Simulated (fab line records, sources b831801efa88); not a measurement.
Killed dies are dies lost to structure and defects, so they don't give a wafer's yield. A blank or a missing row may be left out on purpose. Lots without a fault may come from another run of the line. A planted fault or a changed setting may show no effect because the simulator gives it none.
Which tool did it? | flow sky130 | 13 lots, 39 wafers sampled, at 2 steps of a route of 708

WHAT THE GAUGES READ, wafer by wafer
SKY_PASSIVATION_THK_MEAS_03.
lot  | measured     | on            | PASSIVATION_CVD_02_THK (nm)
L208 | day 43 22:58 | film_metro-03 | 538 545 544
L209 | day 44 08:01 | film_metro-02 | 542 550 555
L210 | day 44 15:41 | film_metro-02 | 534 540 534
L214 | day 45 22:02 | film_metro-02 | 540 557 548
L216 | day 46 05:05 | film_metro-03 | 531 541 536
L217 | day 46 11:50 | film_metro-03 | 519 538 538
L218 | day 46 17:59 | film_metro-02 | 521 536 534
L219 | day 47 00:31 | film_metro-04 | 549 540 547
L220 | day 47 07:52 | film_metro-04 | 533 547 547
L222 | day 47 17:01 | film_metro-02 | 248 245 260 248 245 260
L223 | day 47 21:16 | film_metro-04 | 249 247 245 249 247 245
L224 | day 48 07:39 | film_metro-04 | 539 539 544
L227 | day 49 03:31 | film_metro-02 | 544 532 533

WHICH TOOL RAN EACH LOT (tool, then ch and the chambers of the sampled wafers, then the start)
lot  | SKY_PASSIVATION_CVD_02
L208 | pecvd-04 ch 0,1,2, day 43 22:44
L209 | pecvd-04 ch 0,2, day 44 07:48
L210 | pecvd-04 ch 0,1, day 44 15:20
L214 | pecvd-01 ch 1,2, day 45 21:48
L216 | pecvd-01 ch 0,2, day 46 04:52
L217 | pecvd-03 ch 0,1,2, day 46 11:36
L218 | pecvd-03 ch 0,1,2, day 46 17:45
L219 | pecvd-04 ch 0,1, day 47 00:11
L220 | pecvd-04 ch 0,2, day 47 07:38
L222 | pecvd-04 ch 0,1,2, day 47 16:47
L223 | pecvd-04 ch 0,1,2, day 47 21:01
L224 | pecvd-03 ch 0,1,2, day 48 07:25
L227 | pecvd-03 ch 0,1,2, day 49 03:17
- SKY_PASSIVATION_CVD_02: deposits Si3N4, target thk 540 nm.

WHAT THE TOOLS THEMSELVES READ (means of the sampled wafers that have a number; where no wafer has one, the mark that the record gives instead)
SKY_PASSIVATION_CVD_02.
lot  | tool     | heater_power_w (W)
L208 | pecvd-04 | 797
L209 | pecvd-04 | 785
L210 | pecvd-04 | 770
L214 | pecvd-01 | 623
L216 | pecvd-01 | 678
L217 | pecvd-03 | 806
L218 | pecvd-03 | 763
L219 | pecvd-04 | 752
L220 | pecvd-04 | 744
L222 | pecvd-04 | 732
L223 | pecvd-04 | 777
L224 | pecvd-03 | 800
L227 | pecvd-03 | 774

THE ANSWER, worked out from the rows above alone
Rule: what is usual is taken from the lots themselves. Put in order of their means at a reading, lots are off if they are a third of the lots or fewer, leave a main group of 4 or more, and stand apart from it by a gap of 3 or more times the standard deviation of the main group's means; of several such gaps the widest counts. A main group whose means are all the same, to the digits that the tables above print for the reading, isn't used. A lot without any number at a reading at which 4 lots or more have one is off too. The other lots that the step has rows for count as sound. The gauges are gone through in route order, then the tools' own readings, and for those a lot's mean is taken as printed above. The first step at which some lot is off is used, and at that step the reading that is off furthest; a lot without a number counts as furthest.
Off: L222, L223, at SKY_PASSIVATION_THK_MEAS_03 (PASSIVATION_CVD_02_THK). The main group: mean 540 nm, standard deviation 6.
A tool fits if, at a process step before that reading, it ran every lot that is off, and no sound lot after the first of them. The gauges at SKY_PASSIVATION_THK_MEAS_03 are tried like those tools. One fits: pecvd-04 at SKY_PASSIVATION_CVD_02. Its last sound lot is L220 (day 47 07:38), its first lot that is off L222 (day 47 16:47): a fault that began between those two fits.

WHAT THE SIMULATOR HAD PUT IN
Process parameter drift: pecvd-04, from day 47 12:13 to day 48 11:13, at SKY_PASSIVATION_CVD_02. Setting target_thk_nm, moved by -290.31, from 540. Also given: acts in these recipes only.
Lots struck among those shown: L222, L223. The rule above found the same.
